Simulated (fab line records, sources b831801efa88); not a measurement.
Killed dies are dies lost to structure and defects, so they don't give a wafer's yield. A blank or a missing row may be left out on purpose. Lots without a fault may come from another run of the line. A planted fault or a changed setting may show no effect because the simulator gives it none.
Chamber matching | flow gf180mcu | GF_POLY_GATE_ETCH_13 on rie_si-01: 4 sister chambers
The step etches poly-Si in HBr/Cl2, stops on SiO2, target depth 198.5 nm, time 69.6 s. 14 wafers are shown with their chamber, then 7 later ones without.

WAFERS WITH THEIR CHAMBER
wafer  | chamber | oes_product_au (a.u.) | throttle_valve_pct (%) | bias_w (W)
L397.1 | 3       | 0.980                 | 33.680                 | 99.89
L397.2 | 2       | 0.992                 | 33.671                 | 99.65
L397.3 | 0       | 0.997                 | 33.700                 | 100.05
L403.2 | 3       | 0.988                 | 33.687                 | 100.08
L403.3 | 2       | 0.996                 | 33.691                 | 99.84
L403.5 | 3       | 0.991                 | 33.687                 | 99.82
L404.1 | 2       | 0.997                 | 33.673                 | 100.04
L404.3 | 3       | 0.983                 | 33.690                 | 100.87
L404.5 | 0       | 0.996                 | 33.687                 | 99.95
L405.3 | 3       | 0.983                 | 33.686                 | 100.03
L405.4 | 1       | 0.990                 | 33.682                 | 99.92
L405.5 | 1       | 0.993                 | 33.667                 | 100.16
L406.1 | 2       | 0.992                 | 33.696                 | 99.92
L406.2 | 3       | 1.000                 | 33.681                 | 100.03

SIGNATURES (means of the wafers above)
reading            | chamber 0 | chamber 1 | chamber 2 | chamber 3 | scatter within a chamber
oes_product_au     | 0.99650   | 0.99150   | 0.99425   | 0.98750   | 0.0054
throttle_valve_pct | 33.69350  | 33.67450  | 33.68275  | 33.68517  | 0.00865
bias_w             | 100.0000  | 100.0400  | 99.8625   | 100.1200  | 0.289
Rule: a wafer's distance from a chamber is the root of the sum, over the readings, of the square of ((its reading less the chamber's mean) divided by the reading's scatter). The wafer belongs to the nearest chamber; if the next one is less than 2 further off, it can't be placed. The scatter: the root of (the sum of the squares of (reading less its chamber's mean) over the shown wafers, divided by (wafers less chambers)).

WAFERS WITHOUT THEIR CHAMBER
wafer  | oes_product_au (a.u.) | throttle_valve_pct (%) | bias_w (W)
L406.5 | 0.986                 | 33.676                 | 99.61
L409.2 | 0.994                 | 33.688                 | 100.01
L409.4 | 0.981                 | 33.686                 | 100.24
L409.6 | 0.991                 | 33.683                 | 99.92
L419.2 | 0.996                 | 33.700                 | 100.15
L419.5 | 1.011                 | 33.675                 | 100.27
L419.6 | 0.996                 | 33.705                 | 99.48

WHICH CHAMBER EACH WENT THROUGH
wafer  | from the rows above               | in truth
L406.5 | can't be placed: 1 or 2 or 3 or 0 | 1
L409.2 | can't be placed: 0 or 2 or 3 or 1 | 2
L409.4 | can't be placed: 3 or 1 or 2 or 0 | 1
L409.6 | can't be placed: 2 or 3 or 1 or 0 | 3
L419.2 | can't be placed: 0 or 2 or 3      | 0
L419.5 | can't be placed: 2 or 0 or 1 or 3 | 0
L419.6 | can't be placed: 0 or 2 or 3 or 1 | 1
Placed correctly: 0 of 7. Can't be placed from these rows: 7 (the true chamber is among the candidates in 7). Placed wrongly: 0.
